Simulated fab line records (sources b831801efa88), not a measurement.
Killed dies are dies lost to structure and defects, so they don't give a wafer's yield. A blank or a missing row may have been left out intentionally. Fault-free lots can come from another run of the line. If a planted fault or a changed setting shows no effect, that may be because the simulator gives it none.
Matching of chambers | flow sfq line | 4 sister chambers for SFQ_TRILAYER_I3_CMP_CMP_082 on cmp-02
The step polishes SiO2. 4 wafers are shown with their chamber, then 10 later ones without.

== WAFERS PAIRED WITH THEIR CHAMBERS ==
wafer  | chamber | motor current A (A)
L570.4 | 0       | 10.3
L570.5 | 3       | 11.7
L571.1 | 2       | 9.9
L571.5 | 1       | 10.3

== WAFERS WITH NO CHAMBER GIVEN ==
wafer  | motor current A (A)
L571.6 | 10.1
L572.4 | 9.6
L572.1 | 10.7
L572.6 | 11.0
L574.4 | 10.2
L574.2 | 11.5
L574.5 | 10.5
L575.2 | 11.3
L575.4 | 10.2
L575.5 | 10.9

== WHICH CHAMBER EACH WENT THROUGH ==
wafer  | from the rows above               | in truth
L571.6 | can't be placed: 2 or 0 or 1      | 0
L572.4 | can't be placed: 2 or 0 or 1      | 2
L572.1 | can't be placed: 0 or 1 or 2 or 3 | 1
L572.6 | can't be placed: 0 or 1 or 3 or 2 | 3
L574.4 | can't be placed: 0 or 1 or 2      | 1
L574.2 | 3                                 | 3
L574.5 | can't be placed: 0 or 1 or 2      | 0
L575.2 | can't be placed: 3 or 0 or 1      | 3
L575.4 | can't be placed: 0 or 1 or 2      | 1
L575.5 | can't be placed: 0 or 1 or 3 or 2 | 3
Correctly placed: 1 of 10. Cannot be placed on the basis of these rows: 9; the candidates contain the true chamber in 9. Placed wrongly: 0.
How it was worked out, from the rows above alone: a wafer's distance from a chamber is the root of the sum, over the readings, of the square of ((its reading less the chamber's mean) divided by the reading's scatter). If the next closest chamber is less than 2 further off than the closest, the wafer can't be placed; otherwise it belongs to the closest. A chamber's mean is the mean of its shown wafers. The scatter: root of mean squared gap, hidden wafer to nearest shown wafer, with one shown wafer a chamber.
